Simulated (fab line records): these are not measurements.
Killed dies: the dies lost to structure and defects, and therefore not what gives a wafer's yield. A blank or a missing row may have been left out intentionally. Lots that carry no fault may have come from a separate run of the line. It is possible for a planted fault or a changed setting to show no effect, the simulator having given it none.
Which tool is to blame? / flow gf180mcu / 21 wafers from 7 lots sampled at 2 of the route's 602 steps

== WHAT THE GAUGES SHOWED, per wafer ==
GF_VT_IMPLANT_RS_MEAS_46: measures by four-point-probe.
lot=L296; measured=day 7 19:53; on=film_metro-03; MVSD_RS (ohm/sq)=455.3 456.7 456.7
lot=L298; measured=day 8 07:54; on=film_metro-01; MVSD_RS (ohm/sq)=456.7 455.9 454.8
lot=L300; measured=day 9 00:23; on=film_metro-01; MVSD_RS (ohm/sq)=455.8 456.6 455.3
lot=L304; measured=day 10 05:53; on=film_metro-03; MVSD_RS (ohm/sq)=455.1 455.3 455.9
lot=L308; measured=day 11 07:34; on=film_metro-04; MVSD_RS (ohm/sq)=443.7 442.5 443.7
lot=L315; measured=day 13 08:49; on=film_metro-04; MVSD_RS (ohm/sq)=458.0 457.3 457.3
lot=L317; measured=day 13 19:20; on=film_metro-04; MVSD_RS (ohm/sq)=457.1 455.9 456.1

== WHICH TOOL RAN EACH LOT (tool, then ch and the chambers of the sampled wafers, then the start) ==
lot=L296; GF_MVSD_IMPLANT_09=implanter-01 ch 0, day 4 17:10
lot=L298; GF_MVSD_IMPLANT_09=implanter-03 ch 0, day 5 02:49
lot=L300; GF_MVSD_IMPLANT_09=implanter-02 ch 0, day 5 16:35
lot=L304; GF_MVSD_IMPLANT_09=implanter-02 ch 0, day 6 15:47
lot=L308; GF_MVSD_IMPLANT_09=implanter-02 ch 0, day 7 14:01
lot=L315; GF_MVSD_IMPLANT_09=implanter-03 ch 0, day 9 09:32
lot=L317; GF_MVSD_IMPLANT_09=implanter-01 ch 0, day 9 19:14
- GF_MVSD_IMPLANT_09

== THE ANSWER, worked out from the rows above alone ==
Rule: the usual values come from the lots themselves. Put in order of their means at a reading, lots are off if they are a third of the lots or fewer, leave a main group of 4 or more, and stand apart from it by a gap of 3 or more times the standard deviation of the main group's means; of several such gaps the widest counts. Not used: any main group whose means are identical at the precision the tables above print for the reading. Also off: a lot with no number at a reading for which 4 or more lots have one. All remaining lots with rows at the step are treated as sound.
Off: L308, at GF_VT_IMPLANT_RS_MEAS_46 (MVSD_RS). Main group: mean 456.2 ohm/sq, sd 0.66.
A tool fits if, at a process step before that reading, it ran every lot that is off, and no sound lot after the first of them. Gauges at GF_VT_IMPLANT_RS_MEAS_46: tried the same way as those tools. One candidate fits, namely implanter-02 at GF_MVSD_IMPLANT_09. Its last sound lot is L304 (day 6 15:47), its first lot that is off L308 (day 7 14:01): a fault that began between those two fits.

== WHAT HAD BEEN PUT IN BY THE SIMULATOR ==
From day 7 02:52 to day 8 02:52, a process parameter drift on implanter-02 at GF_MVSD_IMPLANT_09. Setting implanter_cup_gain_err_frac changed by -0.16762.
Shown lots that were struck: L308. The rule given above showed the same thing.
